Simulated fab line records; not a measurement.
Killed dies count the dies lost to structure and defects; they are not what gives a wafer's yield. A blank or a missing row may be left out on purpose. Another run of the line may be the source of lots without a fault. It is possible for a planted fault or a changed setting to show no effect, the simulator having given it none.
Chamber matching -- flow sky130 -- 3 sister chambers for SKY_CONTACT_CVD_00 on pecvd-04
The step deposits Si3N4, target thk 75 nm. 20 wafers are shown with their chamber, then 10 later ones without.

== EACH WAFER AND ITS CHAMBER ==
wafer,chamber,heater-power-w (W)
L075.3,2,727
L075.5,2,731
L075.6,0,803
L079.1,0,712
L079.2,1,686
L079.4,2,690
L078.1,2,645
L078.4,1,706
L078.6,2,660
L080.1,2,725
L080.2,0,813
L080.3,1,678
L080.4,0,833
L080.5,2,752
L080.6,1,701
L087.1,2,663
L087.2,0,746
L087.3,1,634
L087.4,1,658
L087.5,2,685

SIGNATURES (averages over the wafers above)
reading,chamber 0,chamber 1,chamber 2,scatter within a chamber
heater-power-w,781.40,677.17,697.56,38.5
Rule: distance of a wafer from a chamber = root of the sum over the readings of ((wafer's reading minus chamber's mean) / reading's scatter) squared. If the next closest chamber is less than 2 further off than the closest, the wafer can't be placed; otherwise it belongs to the closest. The scatter: take each reading less its chamber's mean, square it, sum over the shown wafers, divide by the number of wafers less the number of chambers, and take the root.

== WAFERS WITH NO CHAMBER GIVEN ==
wafer,heater-power-w (W)
L087.6,762
L092.1,660
L092.4,653
L092.6,802
L096.1,636
L096.2,662
L096.3,774
L096.4,782
L096.5,631
L096.6,669

== WHICH CHAMBER EACH ONE RAN IN ==
wafer,from the rows above,in truth
L087.6,can't be placed: 0 or 2 or 1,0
L092.1,can't be placed: 1 or 2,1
L092.4,can't be placed: 1 or 2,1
L092.6,0,0
L096.1,can't be placed: 1 or 2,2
L096.2,can't be placed: 1 or 2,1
L096.3,can't be placed: 0 or 2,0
L096.4,0,0
L096.5,can't be placed: 1 or 2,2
L096.6,can't be placed: 1 or 2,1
Correctly placed: 2 of 10. Cannot be placed on the basis of these rows: 8; the candidates contain the true chamber in 8. Number placed wrongly: 0.
